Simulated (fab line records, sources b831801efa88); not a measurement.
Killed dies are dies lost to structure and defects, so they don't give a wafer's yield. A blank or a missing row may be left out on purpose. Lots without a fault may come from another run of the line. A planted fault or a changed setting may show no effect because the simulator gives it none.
One fault seen from 2 desks | flow gf180mcu | each desk has only its own numbers; what lay behind them comes last

THE TOOL OWNER'S DESK: plasma_asher-04
The tool's own readings at GF_SAB_STRIP_13 (strips in O2/N2): means of the sampled wafers that have a number, for each lot that ran on this tool. A lot is out of limits, marked OUT, if its mean lies more than 4 standard deviations from the usual mean; the brackets give that distance.
Columns: A = drypump_motor_current_A at GF_SAB_STRIP_13, usual 5.7 A; B = heater_power_w at GF_SAB_STRIP_13, usual 330 W; C = oes_product_au at GF_SAB_STRIP_13, usual 0.710 a.u.; D = strip_time_to_endpoint_s at GF_SAB_STRIP_13, usual 12.62 s
lot  | first seen here | A   | B   | C     | D
L742 | day 16 21:41    | 6.2 | 370 | 0.709 | 12.61
L744 | day 17 11:06    | 5.8 | 366 | 0.713 | 12.64
L751 | day 20 02:06    | 5.8 | 344 | 0.711 | 12.67
L752 | day 20 02:41    | 5.8 | 348 | 0.708 | 12.62
L761 | day 23 07:56    | 5.8 | 345 | 0.712 | 12.68
This desk's finding: nothing out of limits on any of the 5 lots.

THE METROLOGY DESK
What the gauges read, lot by lot, whatever tool the lot ran on: means of the sampled wafers that have a number. A lot is out of limits, marked OUT, if its mean lies more than 4 standard deviations from the usual mean; the brackets give that distance.
Columns: A = V4_W_THK at GF_V4_THK_MEAS_25, usual 341 nm; B = V5_BOW at GF_V5_BOW_MEAS_05, usual 134 um
lot  | first seen here | A   | B
L738 | day 24 10:02    | 344 | 149
L739 | day 24 18:42    | 341 | 132
L741 | day 25 10:29    | 346 | 133
L742 | day 26 03:52    | 339 | 141
L743 | day 26 10:38    | 344 | 122
L744 | day 26 16:19    | 333 | 134
L751 | day 28 20:38    | 342 | 127
L752 | day 28 20:59    | 334 | 126
L753 | day 29 09:02    | 338 | 141
L754 | day 29 13:32    | 347 | 138
L756 | day 30 03:11    | 343 | 154
L757 | day 30 06:47    | 343 | 138
L759 | day 30 21:52    | 338 | 136
L761 | day 31 11:49    | 345 | 139
This desk's finding: nothing out of limits on any of the 14 lots.

PUT TOGETHER
The tool owner's desk saw nothing out of limits.
The metrology desk saw nothing out of limits.

WHAT THE SIMULATOR HAD PUT IN
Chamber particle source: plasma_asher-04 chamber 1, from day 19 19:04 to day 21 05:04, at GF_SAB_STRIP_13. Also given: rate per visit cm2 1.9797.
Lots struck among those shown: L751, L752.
